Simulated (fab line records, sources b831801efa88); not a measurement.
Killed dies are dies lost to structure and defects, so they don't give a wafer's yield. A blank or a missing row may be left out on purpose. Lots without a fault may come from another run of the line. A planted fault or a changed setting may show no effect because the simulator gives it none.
Problem report in the 8D (eight disciplines) form, filled by code | flow sky130 | the parts of the form that need people (team, actions taken, sign-off) are left out

1. THE PROBLEM
oes_product_au at SKY_PAD_OPEN_ETCH_07 reads a mean of 0.907 a.u. on 6 wafers of 2 lots; wafers without a fault read 0.978 a.u. with a standard deviation of 0.0071. That is -10 standard deviations from the usual mean.
The step: etches the open film in CF4/O2, stops on AlCu, target depth 725 nm, time 161.1 s.
First seen on wafer L793.2, day 47 22:50, on rie_diel-01. The record holds 39 wafers of 13 lots with a number at this step. Rule for "out", or "out of limits": more than 4 standard deviations from the usual mean. The other wafers with a number count as sound.

2. WHAT IT IS AND WHAT IT IS NOT
question                    | is                     | is not
which readings at this step | oes_product_au         | drypump_motor_current_A
which lots                  | L793, L795             | L784, L785, L788, L796, L797, L798, L801, L802, L804, L805, L807
which wafers of those lots  | all that have a number | -
read on which tools         | rie_diel-01            | rie_diel-02, rie_diel-03
when                        | from day 47 22:50      | up to then (9 sound wafers); but 24 sound wafers of L796, L797, L798, L801, L802, L804, L805, L807 came after

3. SUSPECTS, AND WHAT RULES EACH OUT
Counting: a tool at a process step up to the reading stays a suspect if it ran every lot that is out and no sound lot after the first of them.
- rie_diel-01 at SKY_PAD_OPEN_ETCH_07 (etches the open film in CF4/O2, stops on AlCu, target depth 725 nm, time 161.1 s): kept. It ran every lot that is out, first L793 (day 47 22:50), and no sound lot after that; its last sound lot up to then is L788 (day 46 10:07). Its own readings are out on those wafers: oes_product_au.
Left after counting: rie_diel-01 at SKY_PAD_OPEN_ETCH_07.

4. THE CAUSE (what the simulator had put in)
Process parameter drift: rie_diel-01, from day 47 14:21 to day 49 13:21, at SKY_PAD_OPEN_ETCH_07. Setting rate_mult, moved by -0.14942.
Counting left only this tool.

5. THE CHAIN OF EFFECTS, in route order
Each row: a reading whose mean over the struck wafers that have a number lies more than 3 standard deviations from the usual. Only readings for which the record gives a usual standard deviation are gone through. hours: the time from each lot's start at the first step in this table that gives one to its start at this step, as a median over the lots. sigmas: the change in usual standard deviations.
hours | step                 | reading        | usual      | on struck wafers | change | sigmas
0     | SKY_PAD_OPEN_ETCH_07 | oes_product_au | 0.978 a.u. | 0.907            | -0.071 | -10
The process steps in it:
- SKY_PAD_OPEN_ETCH_07: etches the open film in CF4/O2, stops on AlCu, target depth 725 nm, time 161.1 s.

6. WHAT WOULD HAVE CAUGHT IT SOONER
In this record the first reading out of limits was taken at day 47 22:50, 8 hours after the fault began at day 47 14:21.
